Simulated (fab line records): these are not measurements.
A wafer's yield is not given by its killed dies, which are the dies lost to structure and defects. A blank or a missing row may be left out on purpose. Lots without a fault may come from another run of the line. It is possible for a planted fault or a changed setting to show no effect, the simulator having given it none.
8D (eight disciplines) problem report, filled in by code | flow gf180mcu | the parts of the form that need people (team, actions taken, sign-off) are left out

## 1. WHAT WENT WRONG
V2_W_RS at GF_V2_RS_MEAS_24 reads a mean of 0.3710 ohm/sq on 3 wafers of 2 lots; wafers without a fault read 0.3280 ohm/sq with a standard deviation of 0.003. That puts it +14 standard deviations away from the usual mean.
The step: measures by four-point-probe.
Earliest sighting: wafer L426.6 on film metro-01 at day 22 05:59. The record has a number at this step for 33 wafers belonging to 11 lots. Rule for "out", or "out of limits": more than 4 standard deviations from the usual mean. Any other wafer with a number is counted as sound.

## 2. WHAT IT IS AND WHAT IT IS NOT
question                    | is                           | is not
which readings at this step | V2_W_RS                      | -
which lots                  | L426, L427                   | L421, L422, L438, L439, L440, L441, L442, L443, L444
which wafers of those lots  | L426.6, L427.2, L427.3       | L426.1, L426.4, L427.1
read on which gauges        | film metro-01, film metro-03 | film metro-04
when                        | from day 22 05:59            | up to then (8 sound wafers); but 22 sound wafers of L427, L438, L439, L440, L441, L442, L443, L444 came after

## 3. THE SUSPECTS, EACH WITH WHAT RULES IT OUT
Counting: a tool at a process step up to the reading stays a suspect if it ran every lot that is out. Sound lots after the first of them don't rule it out here, since some wafers of a struck lot are sound.
- the gauge at GF_V2_RS_MEAS_24 is ruled out. Those wafers that are out were read across 2 gauges (film metro-01, film metro-03).
- rie diel-04 at GF_V2_ETCH_16 (etches BARC in N2/H2): kept. Every lot that is out went through it, the first being L426 (day 22 05:07); the last sound lot it ran before that was L421 (day 20 09:09).
- rie diel-04 at GF_V2_ETCH_17 (etches SiO2 in C4F8/O2/Ar, stops on TiN, target depth 630 nm): kept. Every lot that is out went through it, the first being L426 (day 22 05:52); the last sound lot it ran before that was L421 (day 20 09:55). Because GF_V2_ETCH_17 lacks a start for some lots, the hours and order of its lots are taken from GF_V2_CVD_23.
- cvd w-02 at GF_V2_CVD_23 (deposits W, target thk 350 nm, time 104.94 s): kept. Every lot that is out went through it, the first being L426 (day 22 05:52); the last sound lot it ran before that was L422 (day 20 22:01).
- Within cvd w-02 at GF_V2_CVD_23: the wafers that are out ran in chamber 1; their sound lot-mates ran in chamber 0.
The count leaves rie diel-04 at GF_V2_ETCH_16, rie diel-04 at GF_V2_ETCH_17, and cvd w-02 at GF_V2_CVD_23.

## 4. THE CAUSE (what the simulator had put in)
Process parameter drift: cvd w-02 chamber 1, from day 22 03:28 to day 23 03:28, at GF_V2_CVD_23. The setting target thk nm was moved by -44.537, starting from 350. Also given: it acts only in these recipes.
This tool is one of the 3 suspects left after counting.

## 5. THE EFFECT CHAIN, in route order
Each row: a reading whose mean over the struck wafers that have a number lies more than 3 standard deviations from the usual. Only readings whose record carries a usual standard deviation are examined. hours: median over the lots of the time between each lot's start at the first step of this table that gives one and its start at this step. sigmas: the change, counted in usual standard deviations.
hours | step              | reading  | usual         | on struck wafers | change  | sigmas
0     | GF_V2_RS_MEAS_24  | V2_W_RS  | 0.3280 ohm/sq | 0.3710           | +0.0430 | +14
0     | GF_V2_THK_MEAS_25 | V2_W_THK | 347 nm        | 307              | -40     | -6.0

## 6. HOW IT WOULD HAVE BEEN CAUGHT EARLIER
3 hours passed between the start of the fault at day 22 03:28 and the first reading out of limits at a measuring or inspecting step in this record, taken at day 22 05:59.
No tool reading at GF_V2_CVD_23 that has a usual standard deviation in the record was out on any struck wafer, so an alarm limit of 4 standard deviations on those readings would not have fired.
Among the 2 lots that are out, L427 began GF_V2_CVD_23 on cvd w-02 after day 22 05:59. It would have been spared by a hold on the tool at that moment.
